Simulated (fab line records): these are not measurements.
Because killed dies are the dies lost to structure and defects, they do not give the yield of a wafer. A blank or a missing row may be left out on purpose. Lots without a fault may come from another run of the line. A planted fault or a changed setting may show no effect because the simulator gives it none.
fab line records	flow sky130
[record] lots = 5	wafers = 15	lastDay = 49
route steps=708 shown CAP2M@620 METAL4@621 PAD_OPEN@708
lots with no fault: from the same line, run without faults
startH: the number of hours between the record's first day and the start of the first shown wafer of the lot	waitH: hours since the lot's step before	" unchanged from the row above	L1.1+2: several wafers, shown together as one row	- no value present, or no start provided	* or withheld: withheld	< > ~ a bound
route shown NAME@n: NAME is a module with steps in the file, n the number in the route of the first one	usual: mean/standard deviation of fault-free wafers	same: alike in all rows	chamber/n: place in a boat	sites: each site's reading	_std_site: the values' standard deviation	_edge_site: the outer-site mean with the inner-site mean subtracted	radiusMm: for every site, how far away it sits from the centre of the wafer	mask NAME#n: copy n	behind: the tool/chamber that last shaped the wafer	hold: why the lot was held/for how many hours/how that ended	device: which transistor (n, p or np) failed to switch	end of line: at the end of the route, the tests of the same wafers	a step given without rows: its recipe and nothing more	killed: dies lost to structure and defects at the first sort, not the wafer's yield	map: the dies of a wafer, with x for killed, . for not killed, _ for no die there
set.NAME: setting as actually run; set.NAME@STEP: the setting as run at that earlier step	model.NAME: the simulator's own value behind a step, which no gauge read
lots at some steps of the route; a table a step, a row a wafer
services: a tool's chamber out of use, with start hour (startH, from the record's first day; less than 0 if before it), hours out, and reason
[[steps]]
[step SKY_CAP2M_CLEAN_17]
[recipe] chemistry = O3/DIW	dry = n2Spin
[step SKY_METAL4_DEHYDRATE_05]
[recipe] tempC = 200	timeS = 60
[step SKY_METAL4_HMDS_06]
[recipe] primeTimeS = 60	primeTempC = 120
[step SKY_METAL4_COAT_07]
[recipe] resist = BARC	tempC = withheld	timeS = withheld	spinRpm = 3000	resistThkNm = 60
[step SKY_METAL4_COAT_08]
[recipe] resist = KrF-thick	spinRpm = 3000	resistThkNm = 1140
[step SKY_METAL4_SOFTBAKE_09]
[recipe] tempC = 100	timeS = 90	resist = KrF-thick
[step SKY_METAL4_EXPOSE_10]
[recipe] maskId = MM4	na = 0.68	sourceShape = annular	sigmaInner = 0.4	sigmaOuter = 0.8	targetCdNm = 300	doseMj = 28
[step SKY_METAL4_PEB_11]
[recipe] pebTempC = withheld	pebTimeS = withheld	resist = KrF-thick
[step SKY_METAL4_DEVELOP_12]
[recipe] developTimeS = 60	resist = KrF-thick	devTempC = 21
[step SKY_METAL4_CD_MEAS_13]
[recipe] targetCdNm = 300
[usual] cdNm = 299.6/1.5
lot.wafer	tool	chamber	startH	waitH	cdNm
L846.2	cdSem-02	-	974.51	-	299.8
L846.3	"	-	"	"	299.1
L846.5	"	-	"	"	300.5
L849.2	cdSem-01	-	989.62	-	297.7
L849.4	"	-	"	"	298.0
L849.6	"	-	"	"	296.0
L852.3	cdSem-02	-	1017.95	-	300.7
L852.4	"	-	"	"	301.4
L852.6	"	-	"	"	302.5
L856.1	cdSem-01	-	1050.11	-	298.2
L856.4	"	-	"	"	298.6
L856.6	"	-	"	"	298.3
L860.3	cdSem-01	-	1085.03	-	299.8
L860.4	"	-	"	"	298.4
L860.5	"	-	"	"	297.9
[step SKY_METAL4_OVL_MEAS_14]
[usual] METAL4_OVL = 2/5.3
lot.wafer	tool	chamber	startH	waitH	METAL4_OVL[nm]
L846.2	overlay-01	-	974.62	0.1	8
L846.3	"	-	"	"	8
L846.5	"	-	"	"	6
L849.2	overlay-02	-	989.72	0.1	-6
L849.4	"	-	"	"	-4
L849.6	"	-	"	"	-2
L852.3	overlay-02	-	1018.04	0.1	2
L852.4	"	-	"	"	1
L852.6	"	-	"	"	-3
L856.1	overlay-02	-	1050.23	0.1	10
L856.4	"	-	"	"	6
L856.6	"	-	"	"	12
L860.3	overlay-01	-	1085.13	0.1	4
L860.4	"	-	"	"	9
L860.5	"	-	"	"	0
[step SKY_METAL4_DESCUM_15]
[recipe] chemistry = O2	sourcePowerW = 150	biasPowerW = 0	pressureMtorr = 10	tempC = 40	timeS = 8
[usual] drypumpMotorCurrentA = 5.79/0.22	heBacksideLeakSccm = 3.32/0.25	oesProductAu = 1.001/0.012
lot.wafer	tool	chamber	startH	waitH	drypumpMotorCurrentA	heBacksideLeakSccm	oesProductAu	rfHoursCounterH
L846.2	rieMetal-01	1	974.65	0.0	5.67	3.36	1.018	14
L846.3	"	0	"	"	6.00	3.13	0.994	-
L846.5	"	1	"	"	5.67	3.13	1.018	-
L849.2	rieMetal-02	1	989.75	0.0	6.11	3.27	0.995	8
L849.4	"	0	"	"	5.63	3.19	0.985	-
L849.6	"	0	"	"	5.62	3.08	0.987	-
L852.3	rieMetal-01	0	1018.08	0.0	6.01	3.23	0.989	-
L852.4	"	1	"	"	5.66	3.43	0.998	-
L852.6	"	1	"	"	5.66	3.22	1.006	-
L856.1	rieMetal-03	1	1050.27	0.0	5.92	3.43	0.995	15
L856.4	"	0	"	"	5.49	3.21	0.974	-
L856.6	"	1	"	"	5.91	3.47	1.002	-
L860.3	rieMetal-03	0	1085.16	0.0	5.51	3.65	0.988	-
L860.4	"	1	"	"	5.91	3.53	1.005	-
L860.5	"	0	"	"	5.50	3.53	0.986	-
[step SKY_METAL4_ETCH_16]
[recipe] chemistry = N2/H2	target = BARC	ionEnergyEv = 200	biasW = 100	pressureMtorr = 30	n2FlowSccm = 100	h2FlowSccm = 200	icpW = 500	stopOn = SiO2	timeS = 88.2	targetDepthA = 600
[usual] biasW = 100.04/0.3	drypumpMotorCurrentA = 5.80/0.23	heBacksideLeakSccm = 3.4/0.42	oesProductAu = 0.625/0.0045	runLengthS = 116.6/0.32	throttleValvePct = 13.205/0.0092
lot.wafer	tool	chamber	startH	waitH	biasW	drypumpMotorCurrentA	heBacksideLeakSccm	oesProductAu	rfHoursCounterH	runLengthS	throttleValvePct	model.KrF-thick_of_METAL4_COAT_08.thkNm	model.METAL4.cdNm
L846.2	rieMetal-01	1	974.68	0.0	100.12	5.69	3.5	0.621	14	115.9	13.196	1075	299.8
L846.3	"	0	"	"	99.64	6.04	3.1	0.632	-	117.0	13.199	1073	298.7
L846.5	"	1	"	"	99.90	5.67	3.3	0.625	-	115.9	13.207	1073	300.4
L849.2	rieMetal-02	1	989.79	0.0	100.10	6.15	3.2	0.621	8	116.5	13.212	1070	296.6
L849.4	"	0	"	"	100.16	5.63	3.2	0.630	-	116.8	13.208	1073	299.5
L849.6	"	0	"	"	100.04	5.64	3.5	0.631	-	116.2	13.206	1070	296.5
L852.3	rieMetal-01	0	1018.13	0.0	100.00	6.03	3.0	0.625	-	117.2	13.202	1073	301.1
L852.4	"	1	"	"	99.07	5.67	3.4	0.622	-	115.9	13.209	1067	302.3
L852.6	"	1	"	"	99.49	5.66	3.5	0.629	-	116.3	13.205	1069	304.6
L856.1	rieMetal-03	1	1050.30	0.0	99.80	5.91	3.5	0.625	15	117.0	13.199	1076	296.9
L856.4	"	0	"	"	100.33	5.49	3.3	0.628	-	116.6	13.199	1074	297.9
L856.6	"	1	"	"	99.58	5.89	3.5	0.626	-	116.4	13.216	1075	297.9
L860.3	rieMetal-03	0	1085.21	0.0	99.98	5.51	3.3	0.617	-	116.5	13.205	1080	299.4
L860.4	"	1	"	"	-	5.91	3.6	0.941	-	83.0	13.239	1097	303.8
L860.5	"	0	"	"	100.42	5.51	3.3	0.620	-	117.1	13.208	1077	297.6
[step SKY_METAL4_ETCH_17]
[recipe] target = SiO2	stopOn = TiN	chemistry = C4F8/O2/Ar	sourceW = 1500	biasW = 1200	pressureMtorr = 40	c4f8FlowSccm = withheld	O2_flow_sccm = 6	Ar_flow_sccm = 300	timeS = 3.9	targetDepthA = 150
[usual] biasW = 1200/4	oesProductAu = 0.753/0.0073
lot.wafer	tool	chamber	startH	waitH	biasW	oesProductAu	rfHoursCounterH
L846.2	rieDiel-02	1	974.78	0.1	1199	0.751	14
L846.3	"	0	"	"	1201	0.745	12
L846.5	"	1	"	"	1189	0.754	-
L849.2	rieDiel-04	1	989.88	0.1	1190	0.747	20
L849.4	"	2	"	"	1204	0.759	9
L849.6	"	0	"	"	1197	0.753	-
L852.3	rieDiel-01	3	1018.20	0.0	1201	0.750	19
L852.4	"	2	"	"	1197	0.763	16
L852.6	"	0	"	"	1195	0.758	-
L856.1	rieDiel-02	3	1050.40	0.1	1199	0.744	14
L856.4	"	1	"	"	1199	0.749	17
L856.6	"	0	"	"	1202	0.758	-
L860.3	rieDiel-02	2	1085.28	0.0	1203	0.751	17
L860.4	"	0	"	"	1204	0.758	15
L860.5	"	2	"	"	1205	0.754	-
[step SKY_METAL4_METAL_ETCH_18]
[recipe] targetDepthA = 8450	stopOn = SiO2	overEtchFrac = 0.3	timeS = 183.1	chemistry = Cl2/BCl3	resistSidewallDeg = 88	pressureMtorr = 10	icpW = 900	biasW = 48.5	Cl2_flow_sccm = 60	bcl3FlowSccm = 30
[usual] biasW = 48.52/0.13	drypumpMotorCurrentA = 5.85/0.24	heBacksideLeakSccm = 3.28/0.19	oesProductAu = 0.863/0.006	runLengthS = 211.44/0.3	throttleValvePct = 22.264/0.009
lot.wafer	tool	chamber	startH	waitH	biasW	drypumpMotorCurrentA	heBacksideLeakSccm	oesProductAu	rfHoursCounterH	runLengthS	throttleValvePct	model.KrF-thick_of_METAL4_COAT_08.thkNm	model.METAL4.cdNm
L846.2	rieMetal-02	1	974.86	0.1	48.49	6.13	3.40	0.858	-	211.24	22.259	529.6	305.9
L846.3	"	1	"	"	48.57	6.14	3.21	0.865	-	211.76	22.268	526.4	304.8
L846.5	"	1	"	"	48.59	6.15	3.23	0.869	-	211.23	22.263	524.3	307.7
L849.2	rieMetal-01	0	989.90	0.0	48.67	6.02	3.05	0.871	9	211.54	22.254	519.4	292.7
L849.4	"	0	"	"	48.60	6.02	3.04	0.869	-	211.94	22.247	534.5	300
L849.6	"	0	"	"	48.62	6.01	3.00	0.868	-	211.87	22.269	529	294.9
L852.3	rieMetal-03	1	1018.27	0.1	48.53	5.95	3.66	0.863	-	211.35	22.271	517.4	304.6
L852.4	"	0	"	"	48.48	5.54	3.31	0.872	-	211.59	22.276	530	305
L852.6	"	1	"	"	48.59	5.93	3.60	0.862	-	211.37	22.274	512.6	308.1
L856.1	rieMetal-02	1	1050.42	0.0	48.48	6.19	3.19	0.859	11	211.34	22.272	526.4	295.1
L856.4	"	0	"	"	48.75	5.64	3.00	0.852	-	211.05	22.260	534.1	297.2
L856.6	"	1	"	"	48.66	6.16	3.34	0.851	-	211.38	22.261	524	295.6
L860.3	rieMetal-01	1	1085.36	0.1	48.40	5.66	3.55	0.865	-	211.40	22.258	521.9	305.4
L860.4	"	0	"	"	48.84	6.00	3.11	0.866	-	211.75	22.270	549.9	304.3
L860.5	"	1	"	"	48.64	5.67	3.52	0.874	-	210.89	22.264	521.1	298.2
[step SKY_METAL4_STRIP_19]
[recipe] chemistry = O2/N2	powerW = 1400	pressureMtorr = 1500	platenTempC = withheld	o2FlowSccm = 3000	n2FlowSccm = 300	overashFraction = 0.5
[usual] drypumpMotorCurrentA = 6.14/0.21	oesProductAu = 0.501/0.0059	stripTimeToEndpointS = 6.53/0.084
lot.wafer	tool	chamber	startH	waitH	drypumpMotorCurrentA	oesProductAu	rfHoursCounterH	stripTimeToEndpointS
L846.2	plasmaAsher-04	1	975.15	0.2	6.24	0.503	87	6.56
L846.3	"	1	"	"	6.23	0.505	-	6.52
L846.5	"	1	"	"	6.24	0.497	-	6.51
L849.2	plasmaAsher-04	1	990.08	0.1	6.24	0.496	88	6.46
L849.4	"	1	"	"	6.23	0.506	-	6.61
L849.6	"	1	"	"	6.22	0.509	-	6.55
L852.3	plasmaAsher-03	1	1018.43	0.1	6.16	0.499	-	6.44
L852.4	"	0	"	"	5.97	0.501	-	6.56
L852.6	"	1	"	"	6.13	0.494	-	6.39
L856.1	plasmaAsher-01	1	1050.59	0.1	6.38	0.504	126	6.54
L856.4	"	0	"	"	5.85	0.509	-	6.59
L856.6	"	1	"	"	6.38	0.503	-	6.50
L860.3	plasmaAsher-04	1	1085.51	0.1	6.23	0.498	-	6.50
L860.4	"	0	"	"	6.36	0.519	-	6.78
L860.5	"	0	"	"	6.35	0.492	-	6.49
[step SKY_PAD_OPEN_PROBE_99]
[usual] defectLimitedYield = 82.7/1.8	killed_at_M0_to_M3 = 44/6.8	killed_at_M4_up = 3.2/1.7	killedAtContacts = 24/4.9	killedAtFrontEnd = 14/4.1	killedAtOther = 0.2/0.51	killedDies = 85/8.7	killedOpen = 46/6.8	killedShort = 39/6.1	sort_bin_3_pad_short = 0.9/0.43	sort_bin_5_function = 10.1/1.4	sort_bin_6_memory = 6.3/1.1	sortNPass = 407/8.7	sortYieldPct = 82.7/1.8
[same] grossDies = 492	killedAtBackSide = 0	sort_bin_4_leakage[%] = 0	sort_bin_8_speed[%] = 0
lot.wafer	tool	chamber	startH	waitH	defectLimitedYield[%]	killed_at_M0_to_M3	killed_at_M4_up	killedAtContacts	killedAtFrontEnd	killedAtOther	killedDies	killedOpen	killedShort	sort_bin_3_pad_short[%]	sort_bin_5_function[%]	sort_bin_6_memory[%]	sortNPass	sortYieldPct[%]	model.etest.met4.widthNm
L846.2	prober-02	-	1075.86	0.1	77.8	60	3	22	24	0	109	57	52	1.4	12.6	8.1	383	77.8	304
L846.3	prober-02	-	1075.91	0.2	80.1	47	5	32	14	0	98	57	41	0.6	11.4	7.9	394	80.1	302.9
L846.5	prober-02	-	1076.01	0.2	84.6	44	1	22	8	1	76	40	36	1.4	9.3	4.7	416	84.6	309
L849.2	prober-01	-	1084.37	0.1	82.5	41	4	24	15	2	86	42	44	0.6	10.8	6.1	406	82.5	291.5
L849.4	prober-01	-	1084.47	0.2	83.1	45	3	26	9	0	83	45	38	1.0	10.2	5.7	409	83.1	301.3
L849.6	prober-01	-	1084.57	0.2	81.9	46	6	18	18	1	89	44	45	1.0	11.6	5.5	403	81.9	291.3
L852.3	prober-02	-	1109.47	0.2	85.4	34	2	22	14	0	72	35	37	0.8	8.9	4.9	420	85.4	304.3
L852.4	prober-02	-	1109.52	0.2	82.1	44	3	29	12	0	88	49	39	0.6	11.2	6.1	404	82.1	304.6
L852.6	prober-02	-	1109.62	0.2	82.5	41	1	26	18	0	86	46	40	0.6	9.6	7.3	406	82.5	307.9
L856.1	prober-02	-	1137.71	0.1	83.7	40	0	25	15	0	80	41	39	1.0	10.6	4.7	412	83.7	296.2
L856.4	prober-02	-	1137.86	0.2	83.1	41	3	24	15	0	83	38	45	1.0	10.2	5.7	409	83.1	301.1
L856.6	prober-02	-	1137.96	0.2	81.5	44	5	24	18	0	91	44	47	0.8	10.6	7.1	401	81.5	295
L860.3	prober-02	-	1168.32	0.2	83.7	36	2	27	15	0	80	36	44	1.4	10.0	4.9	412	83.7	307.9
L860.4	prober-02	-	1168.37	0.2	83.9	38	4	25	11	1	79	40	39	1.4	8.7	5.9	413	83.9	302.7
L860.5	prober-02	-	1168.42	0.2	81.3	47	2	25	18	0	92	55	37	0.4	11.0	7.3	400	81.3	295.3
// killed by level:class
L846.2 VIA1:geometricParticle:open=15 METAL1:geometricParticle:short=9 VIA1:geometricParticle:short=9 POLY_GATE:geometricParticle:open=7 LI_CONTACT:geometricParticle:open=7 VIA3:geometricParticle:open=7 CONTACT:geometricParticle:open=6 POLY_GATE:geometricParticle:short=5
L846.3 CONTACT:geometricParticle:open=14 VIA1:geometricParticle:open=12 VIA2:geometricParticle:open=8 CONTACT:geometricParticle:short=6 METAL2:geometricParticle:short=5 LI_CONTACT:geometricParticle:open=5 VIA3:geometricParticle:open=5 VIA1:geometricParticle:short=4
L846.5 VIA1:geometricParticle:open=10 VIA1:geometricParticle:short=9 CONTACT:geometricParticle:open=8 LI_CONTACT:geometricParticle:open=8 METAL2:geometricParticle:short=7 VIA3:geometricParticle:open=4 VIA2:geometricParticle:open=4 POLY_GATE:geometricParticle:short=3
L849.2 CONTACT:geometricParticle:open=10 VIA1:geometricParticle:open=9 VIA1:geometricParticle:short=7 VIA2:geometricParticle:open=6 FIELD_ISO:geometricParticle:short=5 LI_CONTACT:geometricParticle:open=5 METAL1:geometricParticle:short=5 METAL4:geometricParticle:short=4
L849.4 VIA1:geometricParticle:open=12 CONTACT:geometricParticle:open=9 VIA2:geometricParticle:open=6 VIA1:geometricParticle:short=6 LI_CONTACT:geometricParticle:open=6 METAL2:geometricParticle:short=6 VIA3:geometricParticle:short=6 LOCAL_INTERCONNECT:geometricParticle:short=5
L849.6 VIA1:geometricParticle:open=13 VIA2:geometricParticle:open=8 CONTACT:geometricParticle:open=7 CONTACT:geometricParticle:short=6 POLY_GATE:geometricParticle:short=5 METAL1:geometricParticle:short=5 VIA1:geometricParticle:short=5 FIELD_ISO:geometricParticle:short=4
L852.3 CONTACT:geometricParticle:open=11 METAL1:geometricParticle:short=6 VIA1:geometricParticle:open=5 LOCAL_INTERCONNECT:geometricParticle:short=5 METAL3:geometricParticle:short=5 FIELD_ISO:geometricParticle:short=4 CONTACT:geometricParticle:short=4 VIA2:geometricParticle:open=4
L852.4 VIA3:geometricParticle:open=12 CONTACT:geometricParticle:open=11 VIA1:geometricParticle:open=8 VIA1:geometricParticle:short=8 CONTACT:geometricParticle:short=7 LI_CONTACT:geometricParticle:open=5 METAL1:geometricParticle:short=5 VIA3:geometricParticle:short=4
L852.6 CONTACT:geometricParticle:open=14 VIA3:geometricParticle:open=8 VIA1:geometricParticle:open=6 VIA2:geometricParticle:open=6 POLY_GATE:geometricParticle:short=5 METAL1:geometricParticle:short=5 METAL2:geometricParticle:short=5 FIELD_ISO:geometricParticle:short=4
L856.1 LI_CONTACT:geometricParticle:open=11 VIA2:geometricParticle:open=9 FIELD_ISO:geometricParticle:short=6 CONTACT:geometricParticle:short=6 METAL1:geometricParticle:short=6 VIA1:geometricParticle:open=6 VIA3:geometricParticle:short=5 SPACER:geometricParticle:open=4
L856.4 VIA1:geometricParticle:open=7 CONTACT:geometricParticle:open=7 METAL2:geometricParticle:short=7 FIELD_ISO:geometricParticle:short=6 LI_CONTACT:geometricParticle:open=6 LOCAL_INTERCONNECT:geometricParticle:short=6 FIELD_ISO:geometricParticle:open=5 METAL3:geometricParticle:short=5
L856.6 VIA1:geometricParticle:open=13 CONTACT:geometricParticle:open=7 METAL1:geometricParticle:short=7 POLY_GATE:geometricParticle:open=5 LI_CONTACT:geometricParticle:open=5 METAL2:geometricParticle:short=5 METAL4:geometricParticle:short=5 LI_CONTACT:geometricParticle:short=4
L860.3 CONTACT:geometricParticle:open=7 LI_CONTACT:geometricParticle:open=7 VIA3:geometricParticle:open=7 LOCAL_INTERCONNECT:geometricParticle:short=7 FIELD_ISO:geometricParticle:short=5 VIA2:geometricParticle:open=5 METAL1:geometricParticle:short=5 VIA1:geometricParticle:short=5
L860.4 VIA1:geometricParticle:open=7 VIA3:geometricParticle:open=7 LI_CONTACT:geometricParticle:open=6 LI_CONTACT:geometricParticle:short=6 VIA2:geometricParticle:open=5 CONTACT:geometricParticle:short=5 METAL2:geometricParticle:short=5 FIELD_ISO:geometricParticle:short=4
L860.5 VIA1:geometricParticle:open=10 CONTACT:geometricParticle:open=10 METAL1:geometricParticle:short=9 FIELD_ISO:geometricParticle:open=8 METAL2:geometricParticle:short=7 METAL1:geometricParticle:open=6 FIELD_ISO:geometricParticle:short=4 LI_CONTACT:geometricParticle:open=4
[[services]]
tool	chamber	startH	hours	kind
rieDiel-01	1	958.16	-	clean
rieDiel-01	1	958.16	14.5	scheduledDown
rieDiel-01	1	958.16	14.5	ventCycle
rieDiel-01	2	961.18	4.3	repair
rieDiel-02	0	964.82	3.1	repair
plasmaAsher-01	-	965.19	2.8	pm
rieMetal-02	0	965.54	-	clean
rieMetal-02	0	965.54	18.5	scheduledDown
rieMetal-02	0	965.54	18.5	ventCycle
rieMetal-03	1	978.67	17.9	repair
rieMetal-03	-	980.57	2.8	pm
rieDiel-01	0	980.88	2.5	repair
plasmaAsher-04	-	1004.79	14.6	pm
rieDiel-04	1	1037.12	3.1	repair
plasmaAsher-03	-	1039.53	4.2	repair
rieDiel-04	2	1040.27	4.1	repair
plasmaAsher-01	-	1055.25	9.0	pm
plasmaAsher-01	0	1055.25	9.0	ventCycle
plasmaAsher-01	1	1055.25	9.0	ventCycle
rieDiel-02	-	1063.51	1.5	repair
plasmaAsher-01	0	1064.25	-	clean
plasmaAsher-01	1	1064.25	-	clean
rieMetal-01	-	1068.02	0.2	repair
[[key]]
[firstSign] step = SKY_METAL4_ETCH_16	reading = runLengthS	direction = down	sigmas = 99+	usual = *	struck = *
[effect] step = SKY_METAL4_ETCH_16	reading = oesProductAu	direction = up	sigmas = 70	usual = 0.625	struck = 0.941
[modelEffect] step = SKY_METAL4_ETCH_16	value = KrF-thick_of_METAL4_COAT_08.thkNm	without = 1078	struck = 1097
[modelEffect] step = SKY_METAL4_METAL_ETCH_18	value = KrF-thick_of_METAL4_COAT_08.thkNm	without = 530.6	struck = 549.9
[modelEffect] step = SKY_PAD_OPEN_PROBE_99	value = etest.met4.widthNm	without = 296.4	struck = 302.7
metAt SKY_METAL4_ETCH_16
struckWafers L860.4
onsetBetween 1050.30 1085.21
[fault] kind = processParameterDrift	tool = rieMetal-03	chamber = -	onsetH = 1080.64	steps = SKY_METAL4_ETCH_16	channel = timeS	offset = *	shape = step	endH = 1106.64	scope = struckWafersOnly	actsIn = *	stated = *
